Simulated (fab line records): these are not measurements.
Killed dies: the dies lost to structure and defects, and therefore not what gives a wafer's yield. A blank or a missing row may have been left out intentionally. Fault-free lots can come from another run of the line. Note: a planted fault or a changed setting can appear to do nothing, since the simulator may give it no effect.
Commonality check across tools	flow gf180mcu	Lots sampled 13, wafers sampled 38

## THE REASON FOR OPENING IT
At GF_V1_CD_MEAS_14 the reading cd_nm is flagged on 1 of 13 lots. Fault-free wafers read 259.7 nm, with a standard deviation of 1.1.
Rule: a lot is flagged when every wafer of it that has a number lies more than 4 standard deviations from that mean, or none has a number. The other lots count as sound.

lot	measured	on	cd_nm (nm), wafer by wafer	flag
L854	day 18 20:26	cd_sem-01	259.3 260.1 260.0	
L852	day 18 23:14	cd_sem-01	258.1 258.8 259.0	
L853	day 18 23:57	cd_sem-01	258.7 258.8 259.3	
L861	day 21 01:00	cd_sem-01	265.5 266.1	FLAGGED
L865	day 22 05:55	cd_sem-01	259.6 258.4 259.4	
L866	day 23 01:22	cd_sem-01	261.4 262.4 262.0	
L868	day 23 11:23	cd_sem-02	260.5 260.8 260.9	
L869	day 23 23:59	cd_sem-01	257.5 260.0 259.2	
L870	day 24 04:59	cd_sem-02	261.2 261.3 261.4	
L871	day 24 16:35	cd_sem-02	258.1 259.3 257.6	
L872	day 24 22:07	cd_sem-01	261.1 259.9 260.6	
L873	day 25 08:28	cd_sem-02	258.2 259.5 259.1	
L874	day 25 13:13	cd_sem-01	260.5 260.1 260.7	
Average over the flagged lots: 265.8 nm; offset from the usual +6.1 nm, equal to +6 standard deviations.

## LOT BY LOT: THE TOOL USED
Before the reading, the record contains 2 process steps out of a 602-step route. In each cell: the tool, then ch and the chambers that the sampled wafers went through, then the start.
lot	flag	GF_M1_METAL_ETCH_16	GF_V1_PEB_12
L854		rie_metal-03 ch 0,1, day 17 17:56	litho_track-02 ch 0, day 18 20:05
L852		rie_metal-01 ch 1, day 17 20:26	litho_track-01 ch 0, day 18 22:53
L853		rie_metal-04 ch 0, day 17 21:02	litho_track-01 ch 0, day 18 23:37
L861	FLAGGED	rie_metal-01 ch 0, day 20 00:59	litho_track-01 ch 0, day 21 00:40
L865		rie_metal-01 ch 0,1, day 21 05:56	litho_track-02 ch 0, day 22 05:35
L866		rie_metal-01 ch 0,1, day 22 01:50	litho_track-04 ch 0, day 23 01:01
L868		rie_metal-03 ch 0, day 22 11:45	litho_track-04 ch 0, day 23 11:03
L869		rie_metal-03 ch 0,1, day 23 00:23	litho_track-04 ch 0, day 23 23:38
L870		rie_metal-03 ch 0,1, day 23 04:56	litho_track-01 ch 0, day 24 04:38
L871		rie_metal-01 ch 0, day 23 16:47	litho_track-01 ch 0, day 24 16:14
L872		rie_metal-03 ch 0,1, day 23 23:26	litho_track-04 ch 0, day 24 21:46
L873		rie_metal-04 ch 0,1, day 24 09:35	litho_track-01 ch 0, day 25 08:09
L874		rie_metal-03 ch 0,1, day 24 15:05	litho_track-01 ch 0, day 25 12:54
These steps, and what they do:
- GF_M1_METAL_ETCH_16: etches the open film in Cl2/BCl3, stops on SiO2, target depth 750.8 nm, time 125.1 s.
- GF_V1_PEB_12: peb time 90 s.
- GF_V1_CD_MEAS_14: target cd 260 nm.

## FLAGGED OVER TOTAL, TOOL BY TOOL (the gauges that took the reading come last)
step	tool	lots run	flagged	share of the flagged lots	sound lots run after its first flagged lot
GF_M1_METAL_ETCH_16	rie_metal-01	5	1	all	3 (L865,L866,L871)
GF_M1_METAL_ETCH_16	rie_metal-03	6	0	none	-
GF_M1_METAL_ETCH_16	rie_metal-04	2	0	none	-
GF_V1_PEB_12	litho_track-01	7	1	all	4 (L870,L871,L873,L874)
GF_V1_PEB_12	litho_track-02	2	0	none	-
GF_V1_PEB_12	litho_track-04	4	0	none	-
GF_V1_CD_MEAS_14	cd_sem-01	9	1	all	5 (L865,L866,L869,L872,L874)
GF_V1_CD_MEAS_14	cd_sem-02	4	0	none	-

## THE TABLE: WHAT IT ALLOWS
In the table, 3 rows ran each flagged lot (rie_metal-01 at GF_M1_METAL_ETCH_16; litho_track-01 at GF_V1_PEB_12; cd_sem-01 at GF_V1_CD_MEAS_14).
- rie_metal-01 at GF_M1_METAL_ETCH_16: 1 of its 5 lots flagged. Sound lots ran on it after the first flagged one (L865, L866, L871), which a lasting fault on the whole tool wouldn't allow.
- litho_track-01 at GF_V1_PEB_12: 1 of its 7 lots flagged. Sound lots ran on it after the first flagged one (L870, L871, L873, L874), which a lasting fault on the whole tool wouldn't allow.
- cd_sem-01 at GF_V1_CD_MEAS_14: 1 of its 9 lots flagged. Sound lots ran on it after the first flagged one (L865, L866, L869, L872, L874), which a lasting fault on the whole tool wouldn't allow.
Every row of the table either missed a flagged lot or ran a sound lot after the first.

## WHAT THE SIMULATOR PUT IN
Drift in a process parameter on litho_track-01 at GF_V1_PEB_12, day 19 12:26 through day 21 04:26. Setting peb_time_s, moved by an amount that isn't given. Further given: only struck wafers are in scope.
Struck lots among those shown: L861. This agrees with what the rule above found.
